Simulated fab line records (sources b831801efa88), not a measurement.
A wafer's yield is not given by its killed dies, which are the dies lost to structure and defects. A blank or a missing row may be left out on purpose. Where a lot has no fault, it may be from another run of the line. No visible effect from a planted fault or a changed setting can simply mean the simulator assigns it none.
Which tool did it?	flow sky130	24 lots, 72 wafers sampled, at 3 steps of a route of 708

WHAT THE GAUGES SHOWED, per wafer
SKY_VT_ADJUST_HVTP_CD_MEAS_07: target cd 380 nm. Usual: cd-nm at 379.8 nm, with a standard deviation of 2.3.
lot	measured	on	cd-nm (nm)	flag
L074	day 6 08:20	cd-sem-02	377.7 377.8 376.6	
L075	day 6 16:01	cd-sem-01	379.6 378.0 378.3	
L076	day 6 20:29	cd-sem-01	378.8 380.1 379.5	
L077	day 7 02:57	cd-sem-02	381.2 381.5 383.0	
L078	day 7 12:02	cd-sem-02	378.1 375.4 375.7	
L079	day 7 14:32	cd-sem-02	376.6 376.7 377.4	
L080	day 7 20:29	cd-sem-01	383.9 383.9 384.5	
L081	day 8 03:02	cd-sem-01	382.7 384.5 381.5	
L082	day 8 11:34	cd-sem-01	377.6 377.2 378.8	
L083	day 8 17:55	cd-sem-01	379.2 377.8 378.5	
L084	day 8 22:20	cd-sem-02	380.2 378.0 378.2	
L085	day 9 06:08	cd-sem-01	381.1 378.4 379.2	
L086	day 9 12:37	cd-sem-01	379.5 380.5 377.6	
L087	day 9 15:32	cd-sem-02	374.4 376.6 376.1	
L088	day 10 03:04	cd-sem-01	379.3 380.8 379.6	
L089	day 10 08:22	cd-sem-02	383.7 383.2 381.9	
L090	day 10 16:35	cd-sem-01	376.8 378.6 377.5	
L091	day 10 22:49	cd-sem-02	378.7 382.0 380.8	
L092	day 11 04:05	cd-sem-01	384.0 383.2 384.0	
L093	day 11 05:24	cd-sem-02	379.5 380.3 379.7	
L094	day 11 14:07	cd-sem-01	382.9 380.6 380.8	
L095	day 11 18:14	cd-sem-01	380.6 379.8 380.6	
L096	day 12 01:28	cd-sem-02	381.9 381.6 378.6	
L097	day 12 14:53	cd-sem-01	380.9 381.9 381.2	

SKY_CAP2M_THK_MEAS_04: measures by xrf. Usual: CAP2M_TIN_THK 200.9 nm, standard deviation 2.9.
lot	measured	on	CAP2M_TIN_THK (nm)	flag
L074	day 40 16:19	film-metro-04	203.5 199.6 202.4	
L075	day 41 16:39	film-metro-04	196.6 199.5 197.4	
L076	day 41 11:32	film-metro-02	195.1 201.2 200.5	
L077	day 41 14:35	film-metro-04	200.4 198.8 201.0	
L078	day 42 06:56	film-metro-03	205.1 201.1 200.9	
L079	day 42 08:08	film-metro-04	195.9 196.4 199.1	
L080	day 42 16:47	film-metro-02	201.9 198.3 200.5	
L081	day 42 15:28	film-metro-04	199.8 201.0 197.9	
L082	day 43 07:29	film-metro-04	194.9 192.6 195.9	
L083	day 43 10:03	film-metro-04	202.2 197.9 195.8	
L084	day 43 12:37	film-metro-04	201.6 199.8 202.6	
L085	day 43 22:01	film-metro-02	202.3 202.9 201.1	
L086	day 44 12:55	film-metro-03	196.2 200.0 200.5	
L087	day 44 10:58	film-metro-02	199.1 197.8 200.1	
L088	day 44 16:11	film-metro-04	202.8 200.3 199.8	
L089	day 45 02:53	film-metro-03	200.4 201.5 199.3	
L090	day 45 04:55	film-metro-04	199.1 197.4 202.8	
L091	day 45 06:56	film-metro-04	205.2 202.4 200.6	
L092	day 45 11:43	film-metro-02	198.2 200.0 197.3	
L093	day 45 13:37	film-metro-03	201.2 205.8 201.5	
L094	day 46 05:38	film-metro-03	202.7 203.6 202.2	
L095	day 46 08:56	film-metro-04	204.5 202.5 203.8	
L096	day 46 11:06	film-metro-03	203.8 203.5 201.4	
L097	day 46 22:38	film-metro-03	206.5 204.4 203.9	

WHAT TOOL EACH LOT RAN ON (gives the tool, then ch and the chambers of the sampled wafers, and finally the start)
lot	SKY_CAPM_STRIP_14
L074	plasma-asher-03 ch 0,1, day 38 09:10
L075	plasma-asher-03 ch 0,1, day 39 09:46
L076	plasma-asher-04 ch 0,1, day 39 05:58
L077	plasma-asher-03 ch 0,1, day 39 08:35
L078	plasma-asher-03 ch 0,1, day 40 00:09
L079	plasma-asher-04 ch 0,1, day 40 02:11
L080	plasma-asher-02 ch 0,1, day 40 11:42
L081	plasma-asher-03 ch 0,1, day 40 09:52
L082	plasma-asher-04 ch 0,1, day 41 02:51
L083	plasma-asher-03 ch 0,1, day 41 05:45
L084	plasma-asher-02 ch 1, day 41 09:13
L085	plasma-asher-04 ch 0,1, day 41 18:30
L086	plasma-asher-02 ch 0,1, day 42 09:54
L087	plasma-asher-02 ch 0,1, day 42 07:23
L088	plasma-asher-02 ch 0,1, day 42 12:20
L089	plasma-asher-04 ch 0,1, day 42 23:31
L090	plasma-asher-03 ch 0,1, day 43 02:23
L091	plasma-asher-03 ch 0,1, day 43 04:36
L092	plasma-asher-04 ch 0,1, day 43 10:13
L093	plasma-asher-04 ch 0,1, day 43 11:03
L094	plasma-asher-03 ch 0,1, day 44 04:22
L095	plasma-asher-04 ch 0,1, day 44 08:15
L096	plasma-asher-03 ch 0,1, day 44 10:55
L097	plasma-asher-02 ch 0,1, day 44 23:22
- SKY_CAPM_STRIP_14: strips in O2/N2.

WHAT THE TOOLS THEMSELVES READ (means of the sampled wafers that have a number; where no wafer has one, the mark that the record gives instead)
SKY_CAPM_STRIP_14. Usual: drypump-motor-current-A 5.9 A, standard deviation 0.42; oes-product-au 0.710 a.u., standard deviation 0.0048; strip-time-to-endpoint-s 12.66 s, standard deviation 0.048.
lot	tool	drypump-motor-current-A (A)	oes-product-au (a.u.)	strip-time-to-endpoint-s (s)	flag
L074	plasma-asher-03	6.1	0.710	12.61	
L075	plasma-asher-03	6.1	0.706	12.68	
L076	plasma-asher-04	6.3	0.711	12.65	
L077	plasma-asher-03	6.0	0.711	12.70	
L078	plasma-asher-03	6.1	0.707	12.66	
L079	plasma-asher-04	6.3	0.713	12.60	
L080	plasma-asher-02	5.2	0.712	12.60	
L081	plasma-asher-03	6.1	0.708	12.62	
L082	plasma-asher-04	6.2	0.707	12.68	
L083	plasma-asher-03	6.1	0.714	12.64	
L084	plasma-asher-02	5.2	0.711	12.72	
L085	plasma-asher-04	6.1	0.708	12.62	
L086	plasma-asher-02	5.2	0.707	12.70	
L087	plasma-asher-02	5.2	0.711	12.68	
L088	plasma-asher-02	5.2	0.707	12.67	
L089	plasma-asher-04	6.2	0.713	12.61	
L090	plasma-asher-03	6.1	0.710	12.64	
L091	plasma-asher-03	6.1	0.711	12.66	
L092	plasma-asher-04	6.3	0.708	12.71	
L093	plasma-asher-04	6.2	0.719	12.57	
L094	plasma-asher-03	6.1	0.713	12.69	
L095	plasma-asher-04	6.2	0.710	12.65	
L096	plasma-asher-03	6.1	0.711	12.67	
L097	plasma-asher-02	5.2	0.712	12.70	

THE ANSWER, worked out from the rows above alone
Rule: take the mean of a lot's wafers that have a number; if it is more than 3 standard deviations from the usual mean, the lot is off. Also off: a lot with no number at a reading for which 4 or more lots have one. Where the step has rows for the other lots, those lots are counted as sound. The gauges are gone through in route order, then the tools' own readings, and for those a lot's mean is taken as printed above. At the first step where some lot is off, the reading lying furthest off is the one used; lots without a number count as furthest.
Across all readings shown, no lot is off: no conclusion can be drawn from this.

WHAT HAD BEEN PUT IN BY THE SIMULATOR
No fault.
